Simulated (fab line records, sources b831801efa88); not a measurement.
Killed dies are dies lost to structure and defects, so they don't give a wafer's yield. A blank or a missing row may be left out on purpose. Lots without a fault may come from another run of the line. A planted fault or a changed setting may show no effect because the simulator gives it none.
fab line records | flow gf180mcu
record lots=14 wafers=42 last_day=33
route steps=602 shown MVPSD@139 V3@446
lots that met no fault: from a run of the same line without faults
start_h: hours from the record's first day to the start of the lot's first wafer shown | wait_h: hours since the lot's step before | " the same as in the row above | L1.1+2: a row that stands for several wafers | - no value, or no start given | * or withheld: withheld | < > ~ a bound
route shown NAME@n: a module of which the file shows steps, and the number in the route of the first | usual: mean/standard deviation of fault-free wafers | same: alike in all rows | chamber/n: place in a boat | sites: the reading at each site | _std_site: their standard deviation | _edge_site: outer sites' mean less inner sites' | radius_mm: how far each site lies from the wafer's centre | mask NAME#n: copy n | behind: the tool/chamber that last shaped the wafer | hold: why the lot was held/for how many hours/how that ended | device: the transistor (n, p or np) that didn't switch | end of line: the same wafers' tests at the end of the route | a step without rows: its recipe alone | killed: dies lost to structure and defects at the first sort, not the wafer's yield | map: a wafer's dies, x killed, . not, _ none there
set.NAME: the setting as run; set.NAME@STEP: as run at that earlier step | model.NAME: the simulator's own value behind a step, which no gauge read
steps of the route over a sample of lots; a table a step, a row a wafer
services: from which hour (start_h, from the record's first day; less than 0 if before it) a tool's chamber was out of use, for how many hours, and why
## steps
# step GF_VT_IMPLANT_RS_MEAS_49
# recipe thk_meas_gauge=four-point-probe
# usual MVPSD_RS=1168.9/2.5
# columns lot.wafer tool chamber start_h wait_h MVPSD_RS[ohm/sq]
L383.1 film_metro-04 - 157.79 0.1 1169.0
L383.4 " - " " 1164.9
L383.5 " - " " 1167.6
L385.1 film_metro-04 - 171.80 0.1 1167.5
L385.3 " - " " 1168.4
L385.4 " - " " 1168.6
L384.2 film_metro-04 - 173.09 0.1 1169.0
L384.3 " - " " 1164.4
L384.6 " - " " 1164.2
L386.1 film_metro-02 - 179.19 0.1 1169.3
L386.2 " - " " 1166.9
L386.4 " - " " 1167.0
L387.1 film_metro-04 - 186.47 0.1 1167.3
L387.3 " - " " 1168.3
L387.6 " - " " 1169.6
L388.2 film_metro-02 - 190.46 0.1 1168.3
L388.4 " - " " 1169.4
L388.5 " - " " 1166.3
L391.3 film_metro-02 - 213.38 0.1 1172.2
L391.4 " - " " 1168.2
L391.5 " - " " 1169.0
L393.4 film_metro-04 - 229.82 0.1 1164.4
L393.5 " - " " 1167.6
L393.6 " - " " 1167.6
L395.3 film_metro-02 - 240.12 0.1 1167.6
L395.4 " - " " 1168.6
L395.5 " - " " 1170.8
L396.1 film_metro-02 - 245.54 0.1 1165.3
L396.3 " - " " 1163.7
L396.5 " - " " 1166.5
L397.3 film_metro-04 - 255.01 0.1 1171.1
L397.4 " - " " 1168.6
L397.6 " - " " 1172.3
L398.1 film_metro-04 - 260.94 0.1 1169.8
L398.4 " - " " 1172.0
L398.5 " - " " 1170.1
L399.2 film_metro-03 - 266.59 0.1 1164.4
L399.5 " - " " 1164.2
L399.6 " - " " 1167.0
L401.2 film_metro-02 - 279.19 0.1 1167.3
L401.3 " - " " 1167.9
L401.5 " - " " 1171.4
# step GF_V3_ETCH_17
# recipe chemistry=C4F8/O2/Ar mask_material=KrF target=SiO2 stop_on=TiN source_w=1500 bias_w=1200 pressure_mtorr=40 c4f8_flow_sccm=withheld O2_flow_sccm=6 Ar_flow_sccm=300 time_s=withheld target_depth_a=6350
# usual bias_w=1200/3.7 chamber_pressure_mTorr=40.00/0.034 oes_product_au=0.856/0.0046
# columns lot.wafer tool chamber start_h wait_h bias_w chamber_pressure_mTorr oes_product_au
L383.1 rie_diel-02 1 512 - 1199 39.92 0.866
L383.4 " 2 " " 1200 40.04 0.860
L383.5 " 1 " " 1199 40.06 0.864
L385.1 rie_diel-04 2 532 - 1207 40.03 0.858
L385.3 " 1 " " 1195 40.02 0.861
L385.4 " 3 " " 1199 40.02 0.853
L384.2 rie_diel-02 1 537 - 1200 39.98 0.851
L384.3 " 3 " " 1193 39.98 0.854
L384.6 " 3 " " 1194 39.99 0.854
L386.1 rie_diel-02 3 543 - 1197 40.05 0.854
L386.2 " 0 " " 1200 40.03 0.850
L386.4 " 2 " " 1202 40.00 0.858
L387.1 rie_diel-02 1 555 - 1195 40.01 0.861
L387.3 " 3 " " 1198 40.00 0.862
L387.6 " 1 " " 1195 40.02 0.847
L388.2 rie_diel-04 2 559 - 1203 39.99 0.853
L388.4 " 2 " " 1199 40.08 0.859
L388.5 " 3 " " 1201 40.01 0.854
L391.3 rie_diel-02 2 588 - 1197 40.05 0.856
L391.4 " 3 " " 1202 40.01 0.865
L391.5 " 3 " " 1200 40.05 0.847
L393.4 rie_diel-02 0 607 - 1203 40.03 0.857
L393.5 " 1 " " 1199 39.99 0.850
L393.6 " 2 " " 1203 40.02 0.855
L395.3 rie_diel-04 2 617 - 1197 40.03 0.854
L395.4 " 1 " " 1199 39.99 0.854
L395.5 " 0 " " 1194 40.04 0.852
L396.1 rie_diel-04 0 625 - 1193 40.07 0.853
L396.3 " 1 " " 1193 40.05 0.860
L396.5 " 3 " " 1198 39.98 0.865
L397.3 rie_diel-04 3 632 - - - -
L397.4 " 2 " " - - -
L397.6 " 2 " " - - -
L398.1 rie_diel-02 2 642 - - - -
L398.4 " 3 " " - - -
L398.5 " 1 " " - - -
L399.2 rie_diel-01 3 648 - 1200 40.01 0.860
L399.5 " 2 " " 1195 39.97 0.855
L399.6 " 3 " " 1201 40.02 0.852
L401.2 rie_diel-02 3 658 - 1209 40.01 0.852
L401.3 " 1 " " 1209 40.02 0.857
L401.5 " 3 " " 1203 39.95 0.851
# step GF_V3_STRIP_18
# recipe chemistry=O2/N2 power_w=1400 pressure_mtorr=1500 platen_temp_c=250 o2_flow_sccm=3000 n2_flow_sccm=300 overash_fraction=0.5
# usual drypump_motor_current_A=5.8/0.31 heater_power_w=369/37 oes_product_au=0.592/0.0051
# same overash_fraction=0.5
# columns lot.wafer tool chamber start_h wait_h drypump_motor_current_A heater_power_w oes_product_au rf_hours_counter_h
L383.1 plasma_asher-03 0 512.89 - 5.5 373 0.587 43
L383.4 " 1 " " 5.8 362 0.596 -
L383.5 " 0 " " 5.5 385 0.597 -
L385.1 plasma_asher-01 0 532.79 - 6.4 415 0.588 89
L385.3 " 1 " " 5.9 357 0.593 -
L385.4 " 0 " " 6.3 411 0.587 -
L384.2 plasma_asher-03 0 537.33 - 5.5 386 0.594 45
L384.3 " 1 " " 5.8 367 0.589 -
L384.6 " 0 " " 5.5 397 0.593 -
L386.1 plasma_asher-01 0 543.89 - 6.4 414 0.592 90
L386.2 " 1 " " 5.9 353 0.586 90
L386.4 " 0 " " 6.3 423 0.591 -
L387.1 plasma_asher-01 1 555.73 - 5.9 356 0.592 91
L387.3 " 1 " " 5.9 348 0.592 -
L387.6 " 1 " " 5.9 350 0.589 -
L388.2 plasma_asher-03 0 559.50 - 5.5 390 0.591 47
L388.4 " 0 " " 5.5 394 0.587 -
L388.5 " 0 " " 5.5 398 0.594 -
L391.3 plasma_asher-04 1 588.61 - 5.5 302 0.590 -
L391.4 " 0 " " 5.8 375 0.595 -
L391.5 " 0 " " 5.8 351 0.590 -
L393.4 plasma_asher-01 0 607.58 - 6.3 411 0.585 -
L393.5 " 1 " " 5.9 348 0.596 -
L393.6 " 0 " " 6.3 415 0.583 -
L395.3 plasma_asher-01 0 617.92 - 6.4 419 0.601 -
L395.4 " 1 " " 5.9 363 0.593 -
L395.5 " 0 " " 6.4 423 0.594 -
L396.1 plasma_asher-04 1 625.34 - 5.5 297 0.591 20
L396.3 " 0 " " 5.8 362 0.599 -
L396.5 " 1 " " 5.5 300 0.587 -
L397.3 plasma_asher-03 0 632.27 - 5.5 385 0.666 -
L397.4 " 1 " " 5.8 369 0.666 -
L397.6 " 1 " " 5.8 381 0.663 -
L398.1 plasma_asher-03 0 642.84 - 5.5 394 0.666 57
L398.4 " 1 " " 5.8 358 0.672 -
L398.5 " 1 " " 5.8 376 0.671 -
L399.2 plasma_asher-01 0 648.23 - 6.4 424 0.592 100
L399.5 " 1 " " 5.9 356 0.604 -
L399.6 " 0 " " 6.4 414 0.587 -
L401.2 plasma_asher-01 0 658.43 - 6.4 418 0.588 101
L401.3 " 1 " " 5.9 349 0.594 -
L401.5 " 1 " " 5.9 350 0.589 -
## services
# columns tool chamber start_h hours kind
rie_diel-04 0 491.89 6.3 repair
rie_diel-01 0 499.40 8.1 repair
rie_diel-04 0 536.46 5.5 repair
plasma_asher-03 - 547.57 2.9 repair
rie_diel-04 0 553.97 - clean
rie_diel-04 0 553.97 29.3 scheduled_down
rie_diel-04 0 553.97 29.3 vent_cycle
rie_diel-02 1 556.18 12.5 repair
rie_diel-02 2 560.88 6.5 repair
plasma_asher-03 - 587.70 0.6 repair
rie_diel-01 3 602.59 - clean
rie_diel-01 3 602.59 18.7 scheduled_down
rie_diel-01 3 602.59 18.7 vent_cycle
rie_diel-01 - 607.11 0.6 repair
rie_diel-01 - 613.83 2.8 pm
plasma_asher-01 - 624.08 1.4 repair
plasma_asher-01 - 630.87 2.8 pm
rie_diel-04 1 655.28 - clean
rie_diel-04 1 655.28 16.8 scheduled_down
rie_diel-04 1 655.28 16.8 vent_cycle
## key
first_sign step=GF_V3_ETCH_17 reading=tool_record direction=missing
effect step=GF_V3_STRIP_18 reading=oes_product_au direction=up sigmas=15 usual=0.592 struck=0.667
met_at GF_V3_ETCH_17
struck_lots L397,L398
later_rows_left_out L397.3,L397.4,L397.6,L398.1,L398.4,L398.5
sort_left_out L397.3,L397.4,L397.6,L398.1,L398.4,L398.5
not_acting_at GF_VT_IMPLANT_RS_MEAS_49
onset_between 625 632
fault kind=skipped_step_whole tool=rie_diel-02,rie_diel-04 chamber=- onset_h=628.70 steps=GF_V3_ETCH_17 scope=struck_lots_only
# sort_left_out: the simulated sort isn't trusted on such a fault, so these wafers' sort isn't shown, and their yield isn't known
# later_rows_left_out: the simulator's readings of these wafers behind a module that went badly wrong aren't trusted and aren't shown, but for the sort
